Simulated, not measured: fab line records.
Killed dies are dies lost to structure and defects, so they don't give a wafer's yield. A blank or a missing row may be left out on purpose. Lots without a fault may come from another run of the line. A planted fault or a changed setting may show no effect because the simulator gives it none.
Which tool did it? ; flow gf180mcu ; 11 lots, 33 wafers sampled, at 1 step of a route of 602

== WHAT THE GAUGES READ, wafer by wafer ==
GF_V5_CD_MEAS_14 targets a cd of 260 nm.
lot;measured;on;cd_nm (nm)
L580;day 27 01:46;cd_sem-02;260.7 260.0 261.2
L584;day 29 06:31;cd_sem-02;261.8 262.1 262.8
L586;day 29 14:50;cd_sem-02;258.9 258.1 257.5
L587;day 30 01:41;cd_sem-01;260.9 261.2 259.5
L589;day 30 09:25;cd_sem-01;260.6 258.5 260.2
L595;day 32 00:23;cd_sem-01;261.9 260.5 262.2
L596;day 32 07:26;cd_sem-01;258.0 259.2 259.4
L597;day 32 14:05;cd_sem-02;259.8 259.7 260.8
L598;day 32 20:14;cd_sem-02;258.5 259.5 259.1
L601;day 33 17:24;cd_sem-01;259.6 260.2 259.6
L602;day 33 18:04;cd_sem-01;260.9 260.2 260.7

== WHAT TOOL EACH LOT RAN ON (gives the tool, then ch and the chambers of the sampled wafers, and finally the start) ==
Before these readings, the record contains no process step.

== THE ANSWER, worked out from the rows above alone ==
Rule: the lots themselves supply what counts as usual. Put in order of their means at a reading, lots are off if they are a third of the lots or fewer, leave a main group of 4 or more, and stand apart from it by a gap of 3 or more times the standard deviation of the main group's means; of several such gaps the widest counts. The tables above print the reading to a certain number of digits; a main group whose means all agree to those digits is not used. A lot without any number at a reading at which 4 lots or more have one is off too. All remaining lots with rows at the step are treated as sound.
No lot is off at any reading shown: from this, nothing can be told.

== WHAT THE SIMULATOR HAD PUT IN ==
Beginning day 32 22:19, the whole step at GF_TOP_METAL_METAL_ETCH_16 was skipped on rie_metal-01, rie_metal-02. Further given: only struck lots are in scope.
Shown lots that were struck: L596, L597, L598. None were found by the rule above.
